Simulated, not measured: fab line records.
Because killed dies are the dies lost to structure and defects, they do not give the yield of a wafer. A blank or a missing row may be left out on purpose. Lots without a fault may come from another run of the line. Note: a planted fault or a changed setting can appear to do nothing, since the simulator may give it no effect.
One fault through the eyes of 2 desks -- flow sfqLine -- what lay behind the numbers comes last; until then each desk has only its own

== DESK OF THE TOOL OWNER: pecvd-02 ==
The tool's own readings at SFQ_TRILAYER_A5B_DEP_PECVD_129 (deposits SiO2 from SiH4/N2O, time 133.33 s, target thk 600 nm): means of the sampled wafers that have a number, for each lot that ran on this tool. Marked OUT: a lot whose mean sits more than 4 standard deviations from the usual mean, which makes it out of limits; the brackets give that distance.
Columns: A = heaterPowerW at SFQ_TRILAYER_A5B_DEP_PECVD_129, usual 79 W; B = runLengthS at SFQ_TRILAYER_A5B_DEP_PECVD_129, usual 161.3 s; C = throttleValvePct at SFQ_TRILAYER_A5B_DEP_PECVD_129, usual 24.4 %
lot,first seen here,A,B,C
L694,day 70 07:03,82,160.8,24.2
L705,day 74 12:06,78,161.1,23.6
L707,day 74 21:44,77,161.1,23.4
L709,day 76 17:50,81,169.7 (+17) OUT,24.1
L712,day 77 02:14,85,170.0 (+17) OUT,24.1
This desk's verdict: out of limits on L709, L712, starting with L709 at day 76 17:50 (runLengthS at SFQ_TRILAYER_A5B_DEP_PECVD_129). L694, L705, L707 stayed within limits.

== METROLOGY DESK ==
What the gauges read for every lot (on any tool): the sampled wafers with a number, averaged. Marked OUT: a lot whose mean sits more than 4 standard deviations from the usual mean, which makes it out of limits; the brackets give that distance.
Columns: A = M8_OVL at SFQ_M8_OVL_MEAS_948, usual -3 nm
lot,first seen here,A
L694,day 86 23:02,-3
L698,day 91 08:13,-11
L700,day 92 00:13,2
L701,day 92 12:14,-1
L703,day 92 18:16,-2
L704,day 93 00:14,-3
L705,day 93 02:38,-1
L707,day 93 12:14,-2
L708,day 94 17:26,4
L709,day 94 22:15,5
L710,day 95 03:04,-4
L712,day 95 15:02,-9
L715,day 97 20:26,-10
L716,day 97 21:38,4
Finding of this desk: none of the 14 lots has anything out of limits.

== PUT TOGETHER ==
The tool owner's desk had the chance to raise an alarm at day 76 17:50 on L709, L712.
The metrology desk saw nothing out of limits.
The metrology desk has L709, L712 on record, within its limits.
All the named lots went through SFQ_TRILAYER_A5B_DEP_PECVD_129 on pecvd-02.

== WHAT THE SIMULATOR HAD PUT IN ==
pecvd-02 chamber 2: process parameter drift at SFQ_TRILAYER_A5B_DEP_PECVD_129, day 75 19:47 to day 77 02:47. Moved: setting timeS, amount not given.
Lots struck among those shown: L709, L712.
Delay in hours, fault start to first out-of-limits reading, by desk: the tool owner's desk at 22.
